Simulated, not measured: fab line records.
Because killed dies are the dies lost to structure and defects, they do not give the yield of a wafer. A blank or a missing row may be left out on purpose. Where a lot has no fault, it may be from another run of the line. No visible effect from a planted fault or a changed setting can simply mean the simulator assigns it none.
The tool behind it: which one? -- flow gf180mcu -- 36 wafers from 12 lots sampled at 2 of the route's 602 steps

WHAT THE GAUGES SHOWED, per wafer
GF_V5_THK_MEAS_25: measures by xrf.
lot,measured,on,V5_W_THK (nm)
L362,day 27 01:59,film_metro-02,353 353 352
L363,day 27 12:00,film_metro-03,344 343 347
L366,day 28 11:28,film_metro-03,354 357 347
L368,day 29 01:59,film_metro-03,351 347 350
L371,day 30 03:10,film_metro-03,348 346 345
L373,day 30 13:05,film_metro-01,352 346 345
L374,day 31 00:10,film_metro-03,349 358 345
L377,day 31 18:46,film_metro-02,348 351 341
L378,day 31 21:22,film_metro-02,353 353 343
L380,day 32 12:33,film_metro-02,362 357 358
L381,day 32 16:38,film_metro-02,361 354 354
L384,day 33 12:43,film_metro-02,345 350 347

TOOL THAT RAN EACH LOT (tool first, then ch and the chambers of the sampled wafers, then the start)
lot,GF_V5_ETCH_17
L362,"rie_diel-02 ch 0,2,3, day 27 01:00"
L363,"rie_diel-02 ch 0,2,3, day 27 11:00"
L366,"rie_diel-02 ch 0,1, day 28 10:00"
L368,"rie_diel-03 ch 1,2,3, day 29 01:00"
L371,"rie_diel-04 ch 1,2, day 30 02:00"
L373,"rie_diel-02 ch 0,1,2, day 30 11:00"
L374,"rie_diel-02 ch 1,2,3, day 30 23:00"
L377,"rie_diel-04 ch 0,3, day 31 17:00"
L378,"rie_diel-03 ch 2,3, day 31 20:00"
L380,"rie_diel-04 ch 0,2,3, day 32 11:00"
L381,"rie_diel-03 ch 0,1,3, day 32 15:00"
L384,"rie_diel-02 ch 0,1,3, day 33 11:00"
- GF_V5_ETCH_17: etches SiO2 in C4F8/O2/Ar, stops on TiN, target depth 855 nm.

AS READ BY THE TOOLS THEMSELVES (means over the sampled wafers that have a number; for cases with no such wafer, the mark the record gives instead)
GF_V5_ETCH_17.
lot,tool,oes_product_au (a.u.),rf_fwd_power_W (W)
L362,rie_diel-02,0.859,1491
L363,rie_diel-02,0.862,1491
L366,rie_diel-02,0.862,1494
L368,rie_diel-03,0.860,1493
L371,rie_diel-04,0.858,1491
L373,rie_diel-02,0.859,1491
L374,rie_diel-02,0.859,1495
L377,rie_diel-04,0.862,1498
L378,rie_diel-03,0.857,1496
L380,rie_diel-04,0.863,1493
L381,rie_diel-03,0.861,1491
L384,rie_diel-02,0.856,1493

THE ANSWER, worked out from the rows above alone
Rule: the lots themselves supply what counts as usual. Put in order of their means at a reading, lots are off if they are a third of the lots or fewer, leave a main group of 4 or more, and stand apart from it by a gap of 3 or more times the standard deviation of the main group's means; of several such gaps the widest counts. The tables above print the reading to a certain number of digits; a main group whose means all agree to those digits is not used. A lot without any number at a reading at which 4 lots or more have one is off too. The other lots that the step has rows for count as sound. After the gauges, taken in route order, come the tools' own readings; for these a lot's mean is taken, as printed above. At the first step where some lot is off, the reading lying furthest off is the one used; lots without a number count as furthest.
No lot is off at any reading shown: from this, nothing can be told.

WHAT THE SIMULATOR HAD INSERTED
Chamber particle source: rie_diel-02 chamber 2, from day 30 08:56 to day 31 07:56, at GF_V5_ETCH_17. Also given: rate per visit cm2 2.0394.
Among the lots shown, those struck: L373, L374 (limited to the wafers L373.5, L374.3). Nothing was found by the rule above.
